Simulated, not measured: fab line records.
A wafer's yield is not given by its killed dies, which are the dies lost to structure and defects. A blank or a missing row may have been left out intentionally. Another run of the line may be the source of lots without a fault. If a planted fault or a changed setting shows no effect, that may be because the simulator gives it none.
Which tool was responsible? | flow sky130 | 7 lots, 21 wafers sampled, at 2 steps of a route of 708

## WHAT EACH GAUGE READ, for each wafer
SKY_METAL3_CD_MEAS_13: the cd target is 300 nm.
lot  | measured     | on       | cdNm (nm)
L409 | day 39 13:56 | cdSem-01 | 297.7 299.2 297.1
L415 | day 41 09:32 | cdSem-01 | 298.7 299.4 299.7
L419 | day 42 21:49 | cdSem-01 | 300.0 300.0 301.0
L421 | day 43 06:05 | cdSem-01 | 301.3 301.0 302.0
L423 | day 43 13:43 | cdSem-02 | 298.5 298.5 298.8
L425 | day 44 08:07 | cdSem-02 | 299.3 301.9 300.2
L429 | day 45 12:40 | cdSem-01 | 298.1 296.9 296.6

## WHAT TOOL EACH LOT RAN ON (gives the tool, then ch and the chambers of the sampled wafers, and finally the start)
lot  | SKY_METAL3_SPUTTER_03
L409 | pvdSputter-03, day 37 09:31
L415 | pvdSputter-03, day 39 07:38
L419 | pvdSputter-04, day 40 21:07
L421 | pvdSputter-02, day 41 06:16
L423 | pvdSputter-02, day 41 14:38
L425 | pvdSputter-04, day 42 09:01
L429 | pvdSputter-02, day 43 16:31
- SKY_METAL3_SPUTTER_03: material Ti, target thk 5 nm, time 3.3 s.

## THE ANSWER, worked out from the rows above alone
Rule: usual is defined by the lots themselves. The widest of any qualifying gaps counts: lots, ordered by their means at a reading, are off when they make up no more than a third of the lots, leave a main group of 4 or more, and stand apart from it by 3 or more times the standard deviation of that group's means. A main group whose means are all the same, to the digits that the tables above print for the reading, isn't used. A lot without any number at a reading at which 4 lots or more have one is off too. Any other lot the step has rows for is counted as sound.
No lot is off at any reading shown: from this, nothing can be told.

## WHAT THE SIMULATOR PUT IN
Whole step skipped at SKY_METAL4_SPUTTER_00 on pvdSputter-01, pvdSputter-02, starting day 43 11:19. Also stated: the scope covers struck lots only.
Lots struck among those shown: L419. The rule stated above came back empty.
